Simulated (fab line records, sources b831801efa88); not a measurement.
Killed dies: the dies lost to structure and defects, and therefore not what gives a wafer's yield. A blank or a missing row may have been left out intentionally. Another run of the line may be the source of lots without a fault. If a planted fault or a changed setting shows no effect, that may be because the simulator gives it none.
Which tool did it? ; flow sky130 ; 12 lots, 36 wafers sampled, at 2 steps of a route of 708

## WHAT EACH GAUGE READ, for each wafer
SKY_VIA2_BOW_MEAS_03. Usual: VIA2_BOW 87 um, standard deviation 7.3.
lot;measured;on;VIA2_BOW (um);flag
L576;day 35 06:08;film-metro-03;81 81 86;
L578;day 35 16:49;film-metro-01;83 93 96;
L579;day 36 14:46;film-metro-01;82 74 75;
L580;day 37 06:22;film-metro-03;84 77 82;
L582;day 37 12:22;film-metro-01;99 95 76;
L583;day 37 22:30;film-metro-02;87 85 86;
L584;day 38 08:53;film-metro-03;75 78 74;
L585;day 38 15:55;film-metro-01;86 89 85;
L586;day 38 17:54;film-metro-02;89 89 85;
L588;day 39 13:54;film-metro-02;89 101 95;
L590;day 39 21:16;film-metro-01;76 87 74;
L591;day 39 23:11;film-metro-03;85 85 88;

## EACH LOT AND THE TOOL THAT RAN IT (in order: tool; ch and the chambers of the sampled wafers; start)
lot;SKY_RES_XHIGH_STRIP_08
L576;plasma-asher-01 ch 0,1, day 26 20:28
L578;plasma-asher-02 ch 0,1, day 27 09:56
L579;plasma-asher-02 ch 1, day 28 05:18
L580;plasma-asher-02 ch 0,1, day 28 21:10
L582;plasma-asher-03 ch 0,1, day 29 05:44
L583;plasma-asher-01 ch 0, day 29 14:29
L584;plasma-asher-02 ch 0,1, day 30 03:24
L585;plasma-asher-02 ch 0,1, day 30 11:03
L586;plasma-asher-01 ch 0,1, day 30 14:23
L588;plasma-asher-02 ch 0,1, day 31 10:29
L590;plasma-asher-02 ch 0,1, day 31 20:04
L591;plasma-asher-02 ch 0, day 31 20:58
- SKY_RES_XHIGH_STRIP_08: strips in O2/N2.

## AS READ BY THE TOOLS THEMSELVES (means over the sampled wafers that have a number; for cases with no such wafer, the mark the record gives instead)
SKY_RES_XHIGH_STRIP_08. Usual: drypump-motor-current-A 5.6 A, standard deviation 0.42; oes-product-au 0.710 a.u., standard deviation 0.0048; strip-time-to-endpoint-s 14.29 s, standard deviation 0.035.
lot;tool;drypump-motor-current-A (A);oes-product-au (a.u.);strip-time-to-endpoint-s (s);flag
L576;plasma-asher-01;5.3;0.713;14.29;
L578;plasma-asher-02;6.1;0.712;14.32;
L579;plasma-asher-02;6.1;0.710;14.27;
L580;plasma-asher-02;6.0;0.707;14.27;
L582;plasma-asher-03;5.3;0.711;14.36;
L583;plasma-asher-01;5.5;0.713;14.29;
L584;plasma-asher-02;6.1;0.712;14.31;
L585;plasma-asher-02;6.0;0.714;14.31;
L586;plasma-asher-01;5.3;0.712;14.31;
L588;plasma-asher-02;6.0;0.709;14.29;
L590;plasma-asher-02;6.1;0.710;14.26;
L591;plasma-asher-02;6.0;0.714;14.30;

## THE ANSWER, worked out from the rows above alone
Rule: lot off if the mean of its wafers having a number is beyond 3 standard deviations from the usual mean. A lot without any number at a reading at which 4 lots or more have one is off too. All remaining lots with rows at the step are treated as sound. The gauges are gone through in route order, then the tools' own readings, and for those a lot's mean is taken as printed above. The first step at which some lot is off is used, and at that step the reading that is off furthest; a lot without a number counts as furthest.
None of the lots is off at any reading shown; this tells nothing.

## WHAT THE SIMULATOR HAD INSERTED
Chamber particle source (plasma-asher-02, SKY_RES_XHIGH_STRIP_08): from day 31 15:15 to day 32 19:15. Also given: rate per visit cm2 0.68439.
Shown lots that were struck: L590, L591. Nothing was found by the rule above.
